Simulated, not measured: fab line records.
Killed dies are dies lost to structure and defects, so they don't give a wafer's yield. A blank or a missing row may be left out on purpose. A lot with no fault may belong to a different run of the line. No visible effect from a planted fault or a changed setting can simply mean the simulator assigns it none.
fab line records ; flow sky130
record lots=11; wafers=33; last-day=50
route steps=708 shown FIELD_ISO@16 NWELL@63 VT_ADJUST_HVTP@95 VT_ADJUST_PCH@152 PAD_OPEN@708
lots that met no fault: taken from a fault-free run of the same line
start-h: the number of hours between the record's first day and the start of the first shown wafer of the lot ; wait-h: how many hours have passed since the lot's step before this one ; " repeats the value in the row above ; L1.1+2: one row covering several wafers at once ; - either no value or no given start ; * or withheld: withheld ; < > ~ a bound
route shown NAME@n: a module of which the file shows steps, and the number in the route of the first ; usual: the fault-free wafers' mean and standard deviation ; same: alike in all rows ; chamber/n: place in a boat ; sites: each site's reading ; _std_site: their standard deviation ; _edge_site: the outer-site mean with the inner-site mean subtracted ; radius-mm: for every site, how far away it sits from the centre of the wafer ; mask NAME#n: copy n ; behind: the last tool/chamber to shape the wafer ; hold: why the lot went on hold/how many hours it stayed there/how the hold came to an end ; device: transistor that didn't switch, given as n, p or np ; end of line: the route-end tests of the same wafers ; a step with no rows: only its recipe ; killed: dies that structure and defects cost at the first sort, which is not the same as the wafer's yield ; map: shows each die of a wafer: x if killed, . if not, _ if none is there
set.NAME: the setting that was run; set.NAME@STEP: the one run at that earlier step ; model.NAME: the simulator's own value behind a step, which no gauge read
a sample of lots followed through the steps of the route, with each step as a table and each wafer as a row
services: a tool's chamber out of use, with start hour (start-h, from the record's first day; less than 0 if before it), hours out, and reason
## steps
# step SKY_FIELD_ISO_ETCH_15
# recipe chemistry=CHF3/O2; target-depth-nm=180; stop-on=Si; source-w=600; bias-w=200; pressure-mtorr=40; chf3-flow-sccm=50; O2_flow_sccm=5; time-s=72
# usual O2_flow_sccm=5.000/0.014; bias-w=199.9/0.64; drypump-motor-current-A=5.9/0.42; oes-product-au=0.948/0.0073; throttle-valve-pct=8.846/0.0093; time-s=72/0
lot.wafer;tool;chamber;start-h;wait-h;O2_flow_sccm;bias-w;drypump-motor-current-A;oes-product-au;rf-hours-counter-h;throttle-valve-pct;time-s
L633.3;rie-diel-01;2;37.11;0.0;5.014;199.9;5.1;0.949;7;8.840;72
L633.5;rie-diel-01;1;37.11;0.0;4.973;200.2;5.9;0.957;-;8.852;72
L633.6;rie-diel-01;2;37.11;0.0;4.994;199.7;5.1;0.950;-;8.847;72
L636.2;rie-diel-04;1;50.07;0.0;-;-;-;-;-;-;-
L636.4;rie-diel-04;3;50.07;0.0;-;-;-;-;-;-;-
L636.6;rie-diel-04;0;50.07;0.0;-;-;-;-;-;-;-
L637.1;rie-diel-01;1;55.91;0.0;-;-;-;-;-;-;-
L637.3;rie-diel-01;2;55.91;0.0;-;-;-;-;-;-;-
L637.6;rie-diel-01;3;55.91;0.0;-;-;-;-;-;-;-
L638.1;rie-diel-02;3;61.47;0.0;-;-;-;-;-;-;-
L638.2;rie-diel-02;1;61.47;0.0;-;-;-;-;-;-;-
L638.4;rie-diel-02;2;61.47;0.0;-;-;-;-;-;-;-
L647.2;rie-diel-04;3;106.21;0.0;5.011;200.0;6.6;0.941;147;8.846;72
L647.3;rie-diel-04;0;106.21;0.0;5.006;199.0;5.6;0.941;131;8.852;72
L647.4;rie-diel-04;1;106.21;0.0;5.014;200.5;6.1;0.942;165;8.869;72
L648.1;rie-diel-01;0;112.37;0.0;4.983;199.0;6.7;0.953;120;8.830;72
L648.4;rie-diel-01;1;112.37;0.0;4.989;201.4;5.9;0.947;84;8.847;72
L648.6;rie-diel-01;0;112.37;0.0;4.996;199.2;6.7;0.952;-;8.836;72
L649.2;rie-diel-01;2;115.67;0.0;4.984;199.4;5.1;0.953;8;8.860;72
L649.3;rie-diel-01;3;115.67;0.0;4.987;199.1;5.7;0.957;9;8.851;72
L649.5;rie-diel-01;3;115.67;0.0;4.972;198.8;5.7;0.947;-;8.843;72
L650.1;rie-diel-04;3;120.92;0.0;4.987;200.5;6.5;0.944;147;8.854;72
L650.3;rie-diel-04;0;120.92;0.0;5.008;199.8;5.6;0.942;131;8.837;72
L650.5;rie-diel-04;3;120.92;0.0;4.971;199.8;6.5;0.953;-;8.853;72
L651.3;rie-diel-04;2;129.31;0.0;5.017;199.1;5.3;0.937;36;8.841;72
L651.4;rie-diel-04;0;129.31;0.0;5.003;199.8;5.6;0.937;-;8.833;72
L651.6;rie-diel-04;3;129.31;0.0;5.016;200.6;6.6;0.950;-;8.834;72
L652.1;rie-diel-02;3;134.92;0.0;5.010;199.9;6.0;0.945;29;8.835;72
L652.5;rie-diel-02;0;134.92;0.0;4.994;200.6;6.0;0.960;-;8.856;72
L652.6;rie-diel-02;1;134.92;0.0;5.008;200.8;5.9;0.953;-;8.860;72
L655.3;rie-diel-01;2;148.02;0.0;4.978;199.2;5.1;0.947;9;8.841;72
L655.5;rie-diel-01;1;148.02;0.0;5.003;200.4;5.9;0.933;-;8.842;72
L655.6;rie-diel-01;2;148.02;0.0;4.985;200.2;5.1;0.942;-;8.826;72
# step SKY_FIELD_ISO_STRIP_16
# recipe chemistry=O2/N2; power-w=1400; pressure-mtorr=1500; platen-temp-c=withheld; o2-flow-sccm=3000; n2-flow-sccm=300; overash-fraction=0.5
# usual drypump-motor-current-A=6.10/0.28; oes-product-au=0.378/0.0047; strip-time-to-endpoint-s=3.55/0.035
lot.wafer;tool;chamber;start-h;wait-h;drypump-motor-current-A;oes-product-au;rf-hours-counter-h;strip-time-to-endpoint-s
L633.3;plasma-asher-04;1;37.20;0.1;6.49;0.375;-;3.55
L633.5;plasma-asher-04;0;37.20;0.1;6.46;0.374;-;3.55
L633.6;plasma-asher-04;1;37.20;0.1;6.42;0.375;-;3.55
L636.2;plasma-asher-03;0;50.13;0.0;6.02;0.449;24;5.20
L636.4;plasma-asher-03;1;50.13;0.0;6.31;0.442;-;5.21
L636.6;plasma-asher-03;1;50.13;0.0;6.33;0.448;-;5.22
L637.1;plasma-asher-01;1;55.96;0.0;5.72;0.442;39;5.21
L637.3;plasma-asher-01;0;55.96;0.0;5.88;0.449;-;5.22
L637.6;plasma-asher-01;0;55.96;0.0;5.86;0.442;-;5.21
L638.1;plasma-asher-04;1;61.53;0.0;6.44;0.442;35;5.20
L638.2;plasma-asher-04;0;61.53;0.0;6.44;0.447;35;5.17
L638.4;plasma-asher-04;0;61.53;0.0;6.42;0.440;-;5.19
L647.2;plasma-asher-03;0;106.26;0.0;6.05;0.378;30;3.50
L647.3;plasma-asher-03;1;106.26;0.0;6.30;0.381;-;3.54
L647.4;plasma-asher-03;0;106.26;0.0;6.05;0.374;-;3.57
L648.1;plasma-asher-03;0;112.42;0.0;6.06;0.381;31;3.50
L648.4;plasma-asher-03;1;112.42;0.0;6.29;0.383;-;3.58
L648.6;plasma-asher-03;1;112.42;0.0;6.31;0.381;-;3.52
L649.2;plasma-asher-03;0;115.73;0.0;6.04;0.373;32;3.54
L649.3;plasma-asher-03;1;115.73;0.0;6.33;0.382;-;3.57
L649.5;plasma-asher-03;1;115.73;0.0;6.30;0.384;-;3.58
L650.1;plasma-asher-01;0;120.97;0.0;5.88;0.377;45;3.47
L650.3;plasma-asher-01;1;120.97;0.0;5.74;0.383;-;3.56
L650.5;plasma-asher-01;1;120.97;0.0;5.72;0.378;-;3.48
L651.3;plasma-asher-03;1;129.40;0.1;6.29;0.386;-;3.62
L651.4;plasma-asher-03;0;129.40;0.1;6.05;0.379;-;3.57
L651.6;plasma-asher-03;0;129.40;0.1;6.07;0.375;-;3.52
L652.1;plasma-asher-01;0;134.98;0.0;5.87;0.381;47;3.56
L652.5;plasma-asher-01;1;134.98;0.0;5.71;0.379;-;3.58
L652.6;plasma-asher-01;0;134.98;0.0;5.86;0.375;-;3.51
L655.3;plasma-asher-04;0;148.11;0.1;6.46;0.384;-;3.58
L655.5;plasma-asher-04;0;148.11;0.1;6.43;0.380;-;3.58
L655.6;plasma-asher-04;1;148.11;0.1;6.45;0.380;-;3.57
# step SKY_NWELL_OVL_MEAS_10
# usual NWELL_00_OVL=0.3/1.2
lot.wafer;tool;chamber;start-h;wait-h;NWELL_00_OVL[nm]
L633.3;overlay-01;-;98.96;-;-2.7
L633.5;overlay-01;-;98.96;-;1.8
L633.6;overlay-01;-;98.96;-;-2.3
L647.2;overlay-01;-;177.35;-;1.0
L647.3;overlay-01;-;177.35;-;-1.6
L647.4;overlay-01;-;177.35;-;1.4
L648.1;overlay-02;-;182.36;-;0.6
L648.4;overlay-02;-;182.36;-;0.3
L648.6;overlay-02;-;182.36;-;0.9
L649.2;overlay-01;-;183.48;-;0.8
L649.3;overlay-01;-;183.48;-;-1.5
L649.5;overlay-01;-;183.48;-;0.7
L650.1;overlay-02;-;189.87;-;-1.4
L650.3;overlay-02;-;189.87;-;0.3
L650.5;overlay-02;-;189.87;-;-1.1
L651.3;overlay-02;-;199.04;-;2.3
L651.4;overlay-02;-;199.04;-;1.1
L651.6;overlay-02;-;199.04;-;-0.2
L652.1;overlay-02;-;205.14;-;2.1
L652.5;overlay-02;-;205.14;-;1.5
L652.6;overlay-02;-;205.14;-;0.3
L655.3;overlay-02;-;218.56;-;1.0
L655.5;overlay-02;-;218.56;-;0.4
L655.6;overlay-02;-;218.56;-;0.3
# step SKY_VT_ADJUST_HVTP_STRIP_10
# recipe chemistry=O2/N2; power-w=1400; pressure-mtorr=1500; platen-temp-c=withheld; o2-flow-sccm=3000; n2-flow-sccm=300; overash-fraction=0.5
# usual drypump-motor-current-A=6.18/0.28; oes-product-au=0.716/0.0046; strip-time-to-endpoint-s=14.19/0.035
lot.wafer;tool;chamber;start-h;wait-h;drypump-motor-current-A;oes-product-au;rf-hours-counter-h;strip-time-to-endpoint-s
L633.3;plasma-asher-04;0;135.40;0.1;6.46;0.711;-;14.25
L633.5;plasma-asher-04;1;135.40;0.1;6.41;0.713;-;14.23
L633.6;plasma-asher-04;0;135.40;0.1;6.45;0.716;-;14.24
L647.2;plasma-asher-01;1;221.35;0.1;5.71;0.715;55;14.18
L647.3;plasma-asher-01;0;221.35;0.1;5.87;0.715;-;14.21
L647.4;plasma-asher-01;1;221.35;0.1;5.73;0.717;-;14.18
L648.1;plasma-asher-04;0;227.57;0.1;6.44;0.715;51;14.24
L648.4;plasma-asher-04;0;227.57;0.1;6.44;0.715;-;14.26
L648.6;plasma-asher-04;0;227.57;0.1;6.43;0.712;-;14.21
L649.2;plasma-asher-01;1;229.10;0.1;5.74;0.710;56;14.26
L649.3;plasma-asher-01;0;229.10;0.1;5.88;0.724;-;14.23
L649.5;plasma-asher-01;1;229.10;0.1;5.72;0.714;-;14.23
L650.1;plasma-asher-03;0;235.52;0.1;6.07;0.718;43;14.17
L650.3;plasma-asher-03;0;235.52;0.1;6.08;0.707;-;14.18
L650.5;plasma-asher-03;0;235.52;0.1;6.07;0.713;-;14.16
L651.3;plasma-asher-01;0;245.64;0.1;5.85;0.712;-;14.18
L651.4;plasma-asher-01;1;245.64;0.1;5.72;0.719;-;14.19
L651.6;plasma-asher-01;0;245.64;0.1;5.87;0.711;-;14.21
L652.1;plasma-asher-03;0;251.61;0.1;6.06;0.719;45;14.19
L652.5;plasma-asher-03;0;251.61;0.1;6.06;0.716;-;14.18
L652.6;plasma-asher-03;1;251.61;0.1;6.32;0.712;-;14.19
L655.3;plasma-asher-04;1;267.28;0.1;6.45;0.710;-;14.22
L655.5;plasma-asher-04;1;267.28;0.1;6.47;0.714;-;14.19
L655.6;plasma-asher-04;0;267.28;0.1;6.43;0.725;-;14.22
# step SKY_VT_ADJUST_PCH_STRIP_09
# recipe chemistry=O2/N2; power-w=1400; pressure-mtorr=1500; platen-temp-c=withheld; o2-flow-sccm=3000; n2-flow-sccm=300; overash-fraction=0.5
# usual drypump-motor-current-A=6.19/0.23; oes-product-au=0.722/0.0048; strip-time-to-endpoint-s=36.99/0.11
lot.wafer;tool;chamber;start-h;wait-h;drypump-motor-current-A;oes-product-au;rf-hours-counter-h;strip-time-to-endpoint-s
L633.3;plasma-asher-03;1;241.93;0.1;6.29;0.712;-;36.99
L633.5;plasma-asher-03;1;241.93;0.1;6.29;0.716;-;37.02
L633.6;plasma-asher-03;0;241.93;0.1;6.09;0.729;-;37.08
L647.2;plasma-asher-04;1;347.14;0.1;6.40;0.716;63;36.98
L647.3;plasma-asher-04;1;347.14;0.1;6.41;0.720;-;37.03
L647.4;plasma-asher-04;0;347.14;0.1;6.43;0.719;-;37.11
L648.1;plasma-asher-04;0;355.18;0.1;6.48;0.719;64;37.14
L648.4;plasma-asher-04;0;355.18;0.1;6.47;0.721;-;37.09
L648.6;plasma-asher-04;1;355.18;0.1;6.46;0.727;-;37.06
L649.2;plasma-asher-03;1;356.13;0.1;6.34;0.721;55;36.87
L649.3;plasma-asher-03;0;356.13;0.1;6.06;0.721;-;36.91
L649.5;plasma-asher-03;0;356.13;0.1;6.05;0.724;-;36.93
L650.1;plasma-asher-03;1;364.48;0.1;6.29;0.721;56;37.18
L650.3;plasma-asher-03;1;364.48;0.1;6.32;0.733;-;37.12
L650.5;plasma-asher-03;1;364.48;0.1;6.32;0.721;-;37.11
L651.3;plasma-asher-04;0;377.43;0.1;6.48;0.716;-;36.90
L651.4;plasma-asher-04;1;377.43;0.1;6.38;0.716;-;36.98
L651.6;plasma-asher-04;1;377.43;0.1;6.42;0.721;-;36.95
L652.1;plasma-asher-03;1;382.84;0.1;6.33;0.724;57;36.87
L652.5;plasma-asher-03;0;382.84;0.1;6.06;0.717;-;36.98
L652.6;plasma-asher-03;1;382.84;0.1;6.30;0.718;-;36.85
L655.3;plasma-asher-03;1;403.76;0.1;6.23;0.716;-;37.15
L655.5;plasma-asher-03;0;403.76;0.1;6.06;0.723;-;37.08
L655.6;plasma-asher-03;1;403.76;0.1;6.28;0.723;-;37.12
# step SKY_PAD_OPEN_PROBE_99
# usual killed_at_M0_to_M3=43/7.6; killed_at_M4_up=2.9/1.7; killed-at-contacts=24/5.5; killed-at-front-end=15/4.2; killed-at-other=0.3/0.52; killed-dies=86/9.4; killed-on-rim=17/4; killed-open=47/7; killed-short=39/6.4
# same gross-dies=492; killed-at-back-side=0
lot.wafer;tool;chamber;start-h;wait-h;killed_at_M0_to_M3;killed_at_M4_up;killed-at-contacts;killed-at-front-end;killed-at-other;killed-dies;killed-on-rim;killed-open;killed-short
L633.3;prober-02;-;1089.33;0.2;47;3;28;18;0;96;17;51;44
L633.5;prober-02;-;1089.43;0.2;55;2;19;14;1;91;20;48;42
L633.6;prober-02;-;1089.48;0.2;34;1;22;11;1;69;19;44;24
L636.2;prober-02;-;1100.92;0.1;41;2;34;413;2;492;96;57;42
L636.4;prober-02;-;1101.02;0.2;39;4;24;425;0;492;96;47;34
L636.6;prober-02;-;1101.12;0.2;52;3;26;411;0;492;96;49;40
L637.1;prober-01;-;1108.65;0.1;54;2;22;414;0;492;96;51;43
L637.3;prober-01;-;1108.75;0.2;43;3;23;423;0;492;96;56;34
L637.6;prober-01;-;1108.90;0.2;43;6;24;419;0;492;96;45;48
L638.1;prober-02;-;1114.89;0.1;31;3;18;440;0;492;96;38;30
L638.2;prober-02;-;1114.94;0.1;47;0;30;415;0;492;96;54;38
L638.4;prober-02;-;1115.04;0.2;45;1;24;422;0;492;96;37;45
L647.2;prober-01;-;1169.46;0.1;57;8;28;18;0;111;26;54;57
L647.3;prober-01;-;1169.51;0.2;39;5;27;13;2;86;17;49;37
L647.4;prober-01;-;1169.56;0.2;46;1;29;15;0;91;21;48;43
L648.1;prober-02;-;1173.18;0.1;43;4;28;14;0;89;27;41;48
L648.4;prober-02;-;1173.33;0.2;56;4;19;15;0;94;25;43;51
L648.6;prober-02;-;1173.43;0.2;24;4;38;21;0;87;17;49;38
L649.2;prober-01;-;1176.93;0.1;35;2;21;8;0;66;11;45;21
L649.3;prober-01;-;1176.98;0.2;41;1;26;12;0;80;16;46;34
L649.5;prober-01;-;1177.08;0.2;43;2;17;19;0;81;13;48;33
L650.1;prober-02;-;1179.78;0.1;58;3;16;19;0;96;13;62;34
L650.3;prober-02;-;1179.88;0.2;40;1;30;15;1;87;17;49;38
L650.5;prober-02;-;1179.98;0.2;51;4;26;14;1;96;22;48;47
L651.3;prober-01;-;1185.45;0.2;45;1;31;22;1;100;18;59;41
L651.4;prober-01;-;1185.50;0.2;37;3;33;7;0;80;17;44;36
L651.6;prober-01;-;1185.60;0.2;42;4;26;19;0;91;17;49;40
L652.1;prober-02;-;1190.13;0.1;53;3;21;21;0;98;20;51;47
L652.5;prober-02;-;1190.33;0.2;39;5;16;13;1;74;21;44;30
L652.6;prober-02;-;1190.38;0.2;48;2;22;22;0;94;17;56;38
L655.3;prober-01;-;1198.93;0.2;43;3;26;17;0;89;20;51;37
L655.5;prober-01;-;1199.03;0.2;41;5;18;16;0;80;14;44;35
L655.6;prober-01;-;1199.08;0.2;47;1;26;13;0;87;20;40;47
# killed by level:class
L633.3 VIA1:geometric-particle:open=14 CONTACT:geometric-particle:open=11 METAL2:geometric-particle:short=9 POLY_GATE:geometric-particle:short=7 CONTACT:geometric-particle:short=6 POLY_GATE:geometric-particle:open=5 LI_CONTACT:geometric-particle:open=4 VIA2:geometric-particle:open=4
L633.5 METAL1:geometric-particle:short=10 VIA3:geometric-particle:open=10 VIA2:geometric-particle:open=9 CONTACT:geometric-particle:open=7 VIA1:geometric-particle:short=7 POLY_GATE:geometric-particle:open=5 LI_CONTACT:geometric-particle:open=5 VIA1:geometric-particle:open=4
L633.6 VIA1:geometric-particle:open=12 CONTACT:geometric-particle:open=9 LI_CONTACT:geometric-particle:open=6 FIELD_ISO:geometric-particle:open=4 CONTACT:geometric-particle:short=4 VIA2:geometric-particle:open=4 VIA3:geometric-particle:open=4 VIA1:geometric-particle:short=3
L636.2 FIELD_ISO:area-etch=393 LI_CONTACT:geometric-particle:open=12 VIA3:geometric-particle:open=10 CONTACT:geometric-particle:short=9 FIELD_ISO:geometric-particle:short=7 CONTACT:geometric-particle:open=6 VIA1:geometric-particle:short=6 VIA1:geometric-particle:open=6
L636.4 FIELD_ISO:area-etch=411 CONTACT:geometric-particle:open=11 VIA1:geometric-particle:open=8 LI_CONTACT:geometric-particle:open=6 VIA3:geometric-particle:open=6 VIA2:geometric-particle:open=5 FIELD_ISO:geometric-particle:open=4 VIA1:geometric-particle:short=4
L636.6 FIELD_ISO:area-etch=403 CONTACT:geometric-particle:open=12 METAL1:geometric-particle:short=9 VIA1:geometric-particle:open=9 VIA3:geometric-particle:open=7 LOCAL_INTERCONNECT:geometric-particle:short=5 VIA2:geometric-particle:open=5 VIA1:geometric-particle:short=4
L637.1 FIELD_ISO:area-etch=398 VIA1:geometric-particle:open=13 VIA2:geometric-particle:open=7 LI_CONTACT:geometric-particle:open=6 CONTACT:geometric-particle:open=6 METAL1:geometric-particle:short=6 VIA1:geometric-particle:short=5 VIA3:geometric-particle:open=5
L637.3 FIELD_ISO:area-etch=402 VIA2:geometric-particle:open=10 CONTACT:geometric-particle:open=8 VIA1:geometric-particle:open=8 POLY_GATE:geometric-particle:open=7 LI_CONTACT:geometric-particle:open=7 FIELD_ISO:geometric-particle:short=6 VIA3:geometric-particle:open=6
L637.6 FIELD_ISO:area-etch=399 CONTACT:geometric-particle:short=8 CONTACT:geometric-particle:open=8 VIA3:geometric-particle:open=8 POLY_GATE:geometric-particle:open=7 METAL3:geometric-particle:short=6 FIELD_ISO:geometric-particle:short=5 VIA2:geometric-particle:open=5
L638.1 FIELD_ISO:area-etch=424 CONTACT:geometric-particle:open=6 FIELD_ISO:geometric-particle:short=5 VIA1:geometric-particle:open=5 VIA3:geometric-particle:open=5 VIA2:geometric-particle:open=5 FIELD_ISO:geometric-particle:open=4 CONTACT:geometric-particle:short=4
L638.2 FIELD_ISO:area-etch=400 VIA1:geometric-particle:open=17 LI_CONTACT:geometric-particle:open=10 CONTACT:geometric-particle:short=8 CONTACT:geometric-particle:open=7 METAL1:geometric-particle:short=7 VIA1:geometric-particle:short=7 VIA2:geometric-particle:open=6
L638.4 FIELD_ISO:area-etch=410 VIA1:geometric-particle:open=12 LI_CONTACT:geometric-particle:short=8 METAL2:geometric-particle:short=8 VIA3:geometric-particle:open=6 LI_CONTACT:geometric-particle:open=5 CONTACT:geometric-particle:short=5 CONTACT:geometric-particle:open=5
L647.2 METAL1:geometric-particle:short=11 CONTACT:geometric-particle:open=10 VIA1:geometric-particle:open=8 VIA3:geometric-particle:open=7 CONTACT:geometric-particle:short=6 METAL2:geometric-particle:short=6 METAL3:geometric-particle:short=6 METAL4:geometric-particle:short=5
L647.3 CONTACT:geometric-particle:open=11 VIA1:geometric-particle:open=9 LI_CONTACT:geometric-particle:open=7 METAL1:geometric-particle:short=7 VIA3:geometric-particle:open=6 CONTACT:geometric-particle:short=5 VIA2:geometric-particle:open=5 METAL4:geometric-particle:short=5
L647.4 VIA1:geometric-particle:open=12 CONTACT:geometric-particle:open=12 METAL1:geometric-particle:short=9 VIA3:geometric-particle:open=9 LOCAL_INTERCONNECT:geometric-particle:short=6 LI_CONTACT:geometric-particle:open=5 POLY_GATE:geometric-particle:short=4 METAL2:geometric-particle:short=4
L648.1 CONTACT:geometric-particle:open=9 METAL1:geometric-particle:short=8 METAL2:geometric-particle:short=8 LI_CONTACT:geometric-particle:open=7 VIA1:geometric-particle:open=7 VIA2:geometric-particle:open=6 VIA2:geometric-particle:short=5 FIELD_ISO:geometric-particle:short=4
L648.4 METAL1:geometric-particle:short=9 METAL2:geometric-particle:short=9 VIA1:geometric-particle:open=8 VIA2:geometric-particle:open=8 CONTACT:geometric-particle:open=6 VIA1:geometric-particle:short=6 CONTACT:geometric-particle:short=5 VIA3:geometric-particle:open=5
L648.6 CONTACT:geometric-particle:open=13 LI_CONTACT:geometric-particle:open=10 LI_CONTACT:geometric-particle:short=8 FIELD_ISO:geometric-particle:open=6 FIELD_ISO:geometric-particle:short=5 POLY_GATE:geometric-particle:open=4 VIA1:geometric-particle:open=4 CONTACT:geometric-particle:short=4
L649.2 VIA1:geometric-particle:open=9 CONTACT:geometric-particle:open=8 LI_CONTACT:geometric-particle:open=7 VIA2:geometric-particle:open=7 VIA1:geometric-particle:short=5 LOCAL_INTERCONNECT:geometric-particle:short=4 VIA3:geometric-particle:open=4 FIELD_ISO:geometric-particle:short=2
L649.3 VIA1:geometric-particle:open=9 CONTACT:geometric-particle:open=8 LOCAL_INTERCONNECT:geometric-particle:short=6 POLY_GATE:geometric-particle:open=5 LI_CONTACT:geometric-particle:open=5 CONTACT:geometric-particle:short=5 VIA2:geometric-particle:open=5 VIA1:geometric-particle:short=5
L649.5 VIA1:geometric-particle:open=11 FIELD_ISO:geometric-particle:short=8 VIA3:geometric-particle:open=8 CONTACT:geometric-particle:open=7 VIA1:geometric-particle:short=7 VIA2:geometric-particle:open=6 LI_CONTACT:geometric-particle:open=4 METAL1:geometric-particle:short=4
L650.1 VIA1:geometric-particle:open=16 VIA2:geometric-particle:open=11 FIELD_ISO:geometric-particle:short=9 CONTACT:geometric-particle:open=9 VIA3:geometric-particle:open=6 FIELD_ISO:geometric-particle:open=5 METAL2:geometric-particle:open=5 METAL2:geometric-particle:short=5
L650.3 CONTACT:geometric-particle:open=12 LI_CONTACT:geometric-particle:open=9 VIA3:geometric-particle:open=7 FIELD_ISO:geometric-particle:open=6 VIA1:geometric-particle:short=6 FIELD_ISO:geometric-particle:short=5 METAL2:geometric-particle:short=5 VIA1:geometric-particle:open=5
L650.5 VIA1:geometric-particle:open=18 CONTACT:geometric-particle:open=11 VIA1:geometric-particle:short=10 CONTACT:geometric-particle:short=7 FIELD_ISO:geometric-particle:short=6 VIA2:geometric-particle:open=6 METAL1:geometric-particle:short=5 FIELD_ISO:geometric-particle:open=4
L651.3 CONTACT:geometric-particle:open=14 VIA1:geometric-particle:open=13 LI_CONTACT:geometric-particle:open=8 POLY_GATE:geometric-particle:open=7 VIA1:geometric-particle:short=7 METAL3:geometric-particle:short=5 METAL1:geometric-particle:short=5 VIA2:geometric-particle:open=5
L651.4 VIA1:geometric-particle:open=9 CONTACT:geometric-particle:open=7 VIA2:geometric-particle:open=7 LI_CONTACT:geometric-particle:open=7 CONTACT:geometric-particle:short=7 LOCAL_INTERCONNECT:geometric-particle:short=5 VIA1:geometric-particle:short=5 LI_CONTACT:geometric-particle:short=4
L651.6 VIA1:geometric-particle:open=17 CONTACT:geometric-particle:open=9 METAL2:geometric-particle:short=7 LI_CONTACT:geometric-particle:open=5 LOCAL_INTERCONNECT:geometric-particle:short=5 VIA1:geometric-particle:short=5 POLY_GATE:geometric-particle:open=4 POLY_GATE:geometric-particle:short=4
L652.1 VIA1:geometric-particle:open=13 METAL2:geometric-particle:short=10 VIA2:geometric-particle:open=9 CONTACT:geometric-particle:open=6 LI_CONTACT:geometric-particle:open=5 VIA1:geometric-particle:short=5 POLY_GATE:geometric-particle:short=4 LOCAL_INTERCONNECT:geometric-particle:short=4
L652.5 VIA1:geometric-particle:open=8 METAL2:geometric-particle:short=7 VIA3:geometric-particle:open=6 VIA2:geometric-particle:open=6 CONTACT:geometric-particle:open=5 POLY_GATE:geometric-particle:open=4 CONTACT:geometric-particle:short=4 FIELD_ISO:geometric-particle:open=3
L652.6 VIA3:geometric-particle:open=14 CONTACT:geometric-particle:open=8 VIA1:geometric-particle:open=8 LI_CONTACT:geometric-particle:open=7 POLY_GATE:geometric-particle:open=6 VIA1:geometric-particle:short=6 FIELD_ISO:geometric-particle:open=5 FIELD_ISO:geometric-particle:short=4
L655.3 VIA1:geometric-particle:open=11 CONTACT:geometric-particle:open=9 VIA3:geometric-particle:open=8 METAL1:geometric-particle:short=6 POLY_GATE:geometric-particle:short=5 LI_CONTACT:geometric-particle:open=5 CONTACT:geometric-particle:short=5 VIA2:geometric-particle:open=4
L655.5 VIA1:geometric-particle:open=9 CONTACT:geometric-particle:open=8 METAL1:geometric-particle:short=6 VIA2:geometric-particle:open=6 POLY_GATE:geometric-particle:short=5 LI_CONTACT:geometric-particle:open=5 VIA2:geometric-particle:short=5 METAL2:geometric-particle:short=4
L655.6 VIA1:geometric-particle:open=12 CONTACT:geometric-particle:open=9 FIELD_ISO:geometric-particle:short=7 LOCAL_INTERCONNECT:geometric-particle:short=7 VIA1:geometric-particle:short=7 METAL2:geometric-particle:short=7 VIA3:geometric-particle:open=7 LI_CONTACT:geometric-particle:open=4
## services
tool;chamber;start-h;hours;kind
rie-diel-01;-;35.05;0.9;repair
plasma-asher-01;-;47.77;4.6;repair
rie-diel-01;3;79.01;5.8;repair
plasma-asher-04;-;93.58;14.6;pm
plasma-asher-01;-;95.47;3.2;repair
rie-diel-01;2;100.55;2.9;repair
rie-diel-04;1;107.21;5.2;repair
rie-diel-04;-;115.36;2.8;pm
rie-diel-01;2;118.34;3.0;repair
plasma-asher-04;-;202.63;2.8;pm
rie-diel-01;-;219.59;0.2;repair
rie-diel-04;1;242.96;2.1;repair
plasma-asher-01;-;281.11;2.8;pm
rie-diel-01;0;289.93;2.2;repair
rie-diel-04;3;290.82;2.8;repair
rie-diel-01;3;296.30;3.5;repair
rie-diel-04;3;316.39;5.5;repair
rie-diel-01;0;322.13;-;clean
rie-diel-02;-;327.08;0.8;repair
rie-diel-01;3;341.95;18.5;repair
plasma-asher-01;-;346.57;3.3;pm
rie-diel-02;3;351.90;2.9;repair
plasma-asher-01;-;381.34;15.6;pm
plasma-asher-04;-;385.59;1.0;repair
## key
first-sign step=SKY_FIELD_ISO_ETCH_15; reading=tool-record; direction=missing
effect step=SKY_FIELD_ISO_STRIP_16; reading=strip-time-to-endpoint-s; direction=up; sigmas=48; usual=*; struck=*
effect step=SKY_PAD_OPEN_PROBE_99; reading=killed-at-front-end; direction=up; sigmas=96; usual=15; struck=420
more-kills-born-at SKY_FIELD_ISO_ETCH_15@rie-diel-02=1234; SKY_FIELD_ISO_ETCH_15@rie-diel-04=1207; SKY_FIELD_ISO_ETCH_15@rie-diel-01=1199
met-at SKY_FIELD_ISO_ETCH_15
struck-lots L636,L637,L638
later-rows-left-out L636.2,L636.4,L636.6,L637.1,L637.3,L637.6,L638.1,L638.2,L638.4
tester-left-out L636,L637,L638
not-acting-at SKY_NWELL_OVL_MEAS_10,SKY_VT_ADJUST_HVTP_STRIP_10,SKY_VT_ADJUST_PCH_STRIP_09
onset-between 37.11 50.07
fault kind=skipped-step-whole; tool=rie-diel-01,rie-diel-02,rie-diel-04; chamber=-; onset-h=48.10; steps=SKY_FIELD_ISO_ETCH_15; scope=struck-lots-only
# tester-left-out: of these lots the tester's yield and bins aren't shown, on N5 and GAA mostly nor the transistor test; their killed dies are dies lost to structure and defects alone, not to doping, threshold or leakage, so they don't give the yield
# later-rows-left-out: the simulator's readings of these wafers behind a module that went badly wrong aren't trusted and aren't shown, but for the sort
